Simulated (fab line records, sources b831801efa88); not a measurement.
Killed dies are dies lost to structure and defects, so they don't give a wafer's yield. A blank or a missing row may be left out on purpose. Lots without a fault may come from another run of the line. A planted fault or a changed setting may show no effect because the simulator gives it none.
Which tool did it? | flow gf180mcu | 24 lots, 72 wafers sampled, at 4 steps of a route of 602

WHAT THE GAUGES READ, wafer by wafer
GF_V2_CD_MEAS_14: target cd 260 nm. Usual: cd_nm 260.1 nm, standard deviation 1.1.
lot  | measured     | on        | cd_nm (nm)        | flag
L074 | day 20 06:30 | cd_sem-01 | 260.2 259.6 260.5 |
L075 | day 20 14:46 | cd_sem-01 | 259.9 260.7 259.0 |
L076 | day 20 22:14 | cd_sem-01 | 260.7 259.6 259.6 |
L077 | day 21 10:30 | cd_sem-01 | 258.8 260.5 259.7 |
L078 | day 21 17:32 | cd_sem-02 | 260.9 261.1 260.8 |
L079 | day 22 06:24 | cd_sem-01 | 259.0 258.7 259.2 |
L080 | day 22 15:53 | cd_sem-01 | 258.2 260.2 259.3 |
L081 | day 22 21:08 | cd_sem-02 | 260.1 259.8 260.3 |
L082 | day 23 07:41 | cd_sem-02 | 259.8 259.3 259.3 |
L083 | day 23 15:00 | cd_sem-01 | 261.0 259.4 259.7 |
L084 | day 24 00:08 | cd_sem-01 | 261.7 262.5 262.1 |
L085 | day 24 11:42 | cd_sem-01 | 260.2 258.9 259.7 |
L086 | day 24 18:59 | cd_sem-01 | 261.3 262.7 260.9 |
L087 | day 25 02:12 | cd_sem-01 | 259.7 260.6 260.7 |
L088 | day 25 08:37 | cd_sem-01 | 260.6 260.7 260.9 |
L089 | day 25 10:47 | cd_sem-01 | 259.4 259.4 261.0 |
L090 | day 26 01:17 | cd_sem-02 | 257.7 257.3 257.1 |
L091 | day 26 03:20 | cd_sem-01 | 260.5 260.3 260.0 |
L092 | day 26 14:19 | cd_sem-01 | 259.4 260.0 260.5 |
L093 | day 26 19:35 | cd_sem-01 | 258.3 258.2 258.3 |
L094 | day 26 23:20 | cd_sem-02 | 260.7 259.6 260.4 |
L095 | day 27 08:43 | cd_sem-02 | 259.1 259.1 259.9 |
L096 | day 27 15:27 | cd_sem-02 | 260.6 260.3 258.9 |
L097 | day 28 03:50 | cd_sem-02 | 261.9 260.8 261.2 |

GF_V3_OVL_MEAS_15. Usual: V3_OVL 1 nm, standard deviation 5.2.
lot  | measured     | on         | V3_OVL (nm) | flag
L074 | day 22 10:07 | overlay-01 | -5 1 -5     |
L075 | day 22 17:37 | overlay-01 | 4 11 7      |
L076 | day 23 01:19 | overlay-02 | -11 -5 -10  |
L077 | day 23 12:27 | overlay-01 | -3 2 5      |
L078 | day 23 18:45 | overlay-01 | 1 6 -3      |
L079 | day 24 06:42 | overlay-01 | 11 4 2      |
L080 | day 24 15:28 | overlay-02 | 7 -7 -6     |
L081 | day 24 20:57 | overlay-01 | -5 -6 -3    |
L082 | day 25 06:33 | overlay-01 | 2 -3 4      |
L083 | day 25 13:09 | overlay-02 | 1 2 8       |
L084 | day 25 22:12 | overlay-02 | 8 -3 3      |
L085 | day 26 09:17 | overlay-02 | 17 4 6      |
L086 | day 26 16:10 | overlay-01 | 1 -2 -3     |
L087 | day 26 23:06 | overlay-01 | -6 3 2      |
L088 | day 27 04:49 | overlay-02 | 0 3 -3      |
L089 | day 27 07:25 | overlay-02 | 11 4 10     |
L090 | day 27 20:54 | overlay-02 | 3 -4 9      |
L091 | day 27 22:27 | overlay-02 | -4 5 -2     |
L092 | day 28 09:34 | overlay-01 | -3 -2 -1    |
L093 | day 28 14:00 | overlay-02 | 0 5 2       |
L094 | day 28 18:09 | overlay-01 | -5 4 -1     |
L095 | day 29 03:25 | overlay-02 | -1 1 4      |
L096 | day 29 09:44 | overlay-01 | 5 -2 -1     |
L097 | day 29 21:55 | overlay-02 | 5 -3 7      |

WHICH TOOL RAN EACH LOT (tool, then ch and the chambers of the sampled wafers, then the start)
lot  | GF_V1_CMP_04                  | GF_V2_STRIP_18
L074 | cmp-01 ch 0,1, day 17 02:12   | plasma_asher-02 ch 0,1, day 20 06:46
L075 | cmp-02 ch 1,2,3, day 17 10:30 | plasma_asher-03 ch 0,1, day 20 15:03
L076 | cmp-01 ch 0,1,2, day 17 17:53 | plasma_asher-03 ch 1, day 20 22:31
L077 | cmp-01 ch 1,2,3, day 18 05:41 | plasma_asher-03 ch 0, day 21 10:46
L078 | cmp-02 ch 0,2, day 18 11:58   | plasma_asher-02 ch 1, day 21 17:49
L079 | cmp-02 ch 0,1,2, day 19 02:37 | plasma_asher-04 ch 0,1, day 22 06:40
L080 | cmp-01 ch 0,2,3, day 19 12:10 | plasma_asher-04 ch 0,1, day 22 16:10
L081 | cmp-02 ch 0,3, day 19 16:52   | plasma_asher-04 ch 0,1, day 22 21:25
L082 | cmp-01 ch 1,2,3, day 20 05:23 | plasma_asher-04 ch 0,1, day 23 07:58
L083 | cmp-01 ch 0,1,2, day 20 12:38 | plasma_asher-02 ch 0,1, day 23 15:16
L084 | cmp-01 ch 1,2,3, day 20 23:55 | plasma_asher-03 ch 0,1, day 24 00:25
L085 | cmp-01 ch 0,1,3, day 21 10:29 | plasma_asher-02 ch 0,1, day 24 11:58
L086 | cmp-02 ch 1,2,3, day 21 19:39 | plasma_asher-02 ch 0,1, day 24 19:16
L087 | cmp-02 ch 2,3, day 22 03:47   | plasma_asher-04 ch 0,1, day 25 02:28
L088 | cmp-02 ch 0,2,3, day 22 10:02 | plasma_asher-03 ch 0,1, day 25 08:54
L089 | cmp-01 ch 0,2,3, day 22 12:54 | plasma_asher-04 ch 0,1, day 25 11:03
L090 | cmp-02 ch 0,1,2, day 23 04:25 | plasma_asher-04 ch 0,1, day 26 01:34
L091 | cmp-01 ch 0,2, day 23 07:57   | plasma_asher-02 ch 0,1, day 26 03:37
L092 | cmp-01 ch 0,1,2, day 23 19:20 | plasma_asher-04 ch 0,1, day 26 14:36
L093 | cmp-01 ch 1,2, day 24 01:31   | plasma_asher-03 ch 0,1, day 26 19:52
L094 | cmp-01 ch 0,3, day 24 04:40   | plasma_asher-02 ch 0,1, day 26 23:37
L095 | cmp-02 ch 0,1, day 24 13:21   | plasma_asher-03 ch 0,1, day 27 08:59
L096 | cmp-02 ch 0,3, day 24 21:22   | plasma_asher-02 ch 0,1, day 27 15:43
L097 | cmp-01 ch 1,2,3, day 25 09:10 | plasma_asher-04 ch 0,1, day 28 04:07
- GF_V1_CMP_04: polishes SiO2.
- GF_V2_STRIP_18: strips in O2/N2.

WHAT THE TOOLS THEMSELVES READ (means of the sampled wafers that have a number; where no wafer has one, the mark that the record gives instead)
GF_V1_CMP_04. Usual: motor_current_A 12.5 A, standard deviation 1; time_to_endpoint_s 76 s, standard deviation 4.5.
lot  | tool   | motor_current_A (A) | time_to_endpoint_s (s) | flag
L074 | cmp-01 | 11.9                | 78                     |
L075 | cmp-02 | 12.8                | 76                     |
L076 | cmp-01 | 12.6                | 74                     |
L077 | cmp-01 | 12.5                | 74                     |
L078 | cmp-02 | 12.7                | 69                     |
L079 | cmp-02 | 12.5                | 83                     |
L080 | cmp-01 | 13.3                | 75                     |
L081 | cmp-02 | 12.3                | 76                     |
L082 | cmp-01 | 12.5                | 75                     |
L083 | cmp-01 | 12.7                | 74                     |
L084 | cmp-01 | 12.5                | 80                     |
L085 | cmp-01 | 11.8                | 77                     |
L086 | cmp-02 | 12.9                | 70                     |
L087 | cmp-02 | 13.9                | 76                     |
L088 | cmp-02 | 12.7                | 76                     |
L089 | cmp-01 | 13.1                | 72                     |
L090 | cmp-02 | 12.7                | 73                     |
L091 | cmp-01 | 13.2                | 74                     |
L092 | cmp-01 | 12.8                | 78                     |
L093 | cmp-01 | 13.7                | 79                     |
L094 | cmp-01 | 11.8                | 77                     |
L095 | cmp-02 | 11.9                | 74                     |
L096 | cmp-02 | 12.5                | 75                     |
L097 | cmp-01 | 12.6                | 74                     |

GF_V2_STRIP_18. Usual: chamber_pressure_mTorr 1500.1 mTorr, standard deviation 1.3; drypump_motor_current_A 6.1 A, standard deviation 0.44; heater_power_w 311 W, standard deviation 30; oes_product_au 0.594 a.u., standard deviation 0.0047; platen_temp_c 250.01 C, standard deviation 0.17.
lot  | tool            | chamber_pressure_mTorr (mTorr) | drypump_motor_current_A (A) | heater_power_w (W) | oes_product_au (a.u.) | platen_temp_c (C) | flag
L074 | plasma_asher-02 | 1500.2                         | 5.9                         | 298                | 0.591                 | 249.99            |
L075 | plasma_asher-03 | 1500.5                         | 5.6                         | 281                | 0.598                 | 249.93            |
L076 | plasma_asher-03 | 1500.5                         | 5.9                         | 328                | 0.592                 | 249.86            |
L077 | plasma_asher-03 | 1500.4                         | 5.4                         | 263                | 0.592                 | 250.05            |
L078 | plasma_asher-02 | 1499.7                         | 6.0                         | 279                | 0.593                 | 250.02            |
L079 | plasma_asher-04 | 1501.2                         | 6.6                         | 322                | 0.599                 | 250.08            |
L080 | plasma_asher-04 | 1499.6                         | 6.6                         | 323                | 0.592                 | 250.00            |
L081 | plasma_asher-04 | 1499.8                         | 6.6                         | 326                | 0.598                 | 249.94            |
L082 | plasma_asher-04 | 1501.3                         | 6.6                         | 325                | 0.595                 | 249.87            |
L083 | plasma_asher-02 | 1500.3                         | 5.9                         | 301                | 0.592                 | 250.08            |
L084 | plasma_asher-03 | 1499.9                         | 5.7                         | 307                | 0.591                 | 250.11            |
L085 | plasma_asher-02 | 1499.1                         | 5.9                         | 319                | 0.596                 | 249.91            |
L086 | plasma_asher-02 | 1499.4                         | 5.8                         | 328                | 0.597                 | 249.76            |
L087 | plasma_asher-04 | 1499.4                         | 6.6                         | 321                | 0.590                 | 250.11            |
L088 | plasma_asher-03 | 1499.7                         | 5.6                         | 280                | 0.592                 | 250.02            |
L089 | plasma_asher-04 | 1500.0                         | 6.6                         | 321                | 0.591                 | 249.89            |
L090 | plasma_asher-04 | 1500.2                         | 6.6                         | 326                | 0.595                 | 250.09            |
L091 | plasma_asher-02 | 1499.6                         | 5.9                         | 298                | 0.592                 | 249.98            |
L092 | plasma_asher-04 | 1499.0                         | 6.6                         | 320                | 0.594                 | 249.99            |
L093 | plasma_asher-03 | 1499.3                         | 5.6                         | 290                | 0.598                 | 250.14            |
L094 | plasma_asher-02 | 1498.5                         | 5.9                         | 301                | 0.594                 | 250.03            |
L095 | plasma_asher-03 | 1502.0                         | 5.5                         | 287                | 0.593                 | 249.82            |
L096 | plasma_asher-02 | 1500.7                         | 5.9                         | 299                | 0.594                 | 249.88            |
L097 | plasma_asher-04 | 1499.8                         | 6.6                         | 331                | 0.597                 | 249.97            |

THE ANSWER, worked out from the rows above alone
Rule: a lot is off if the mean of its wafers that have a number lies more than 3 standard deviations from the usual mean. A lot without any number at a reading at which 4 lots or more have one is off too. The other lots that the step has rows for count as sound. The gauges are gone through in route order, then the tools' own readings, and for those a lot's mean is taken as printed above. The first step at which some lot is off is used, and at that step the reading that is off furthest; a lot without a number counts as furthest.
No lot is off at any reading shown: from this, nothing can be told.

WHAT THE SIMULATOR HAD PUT IN
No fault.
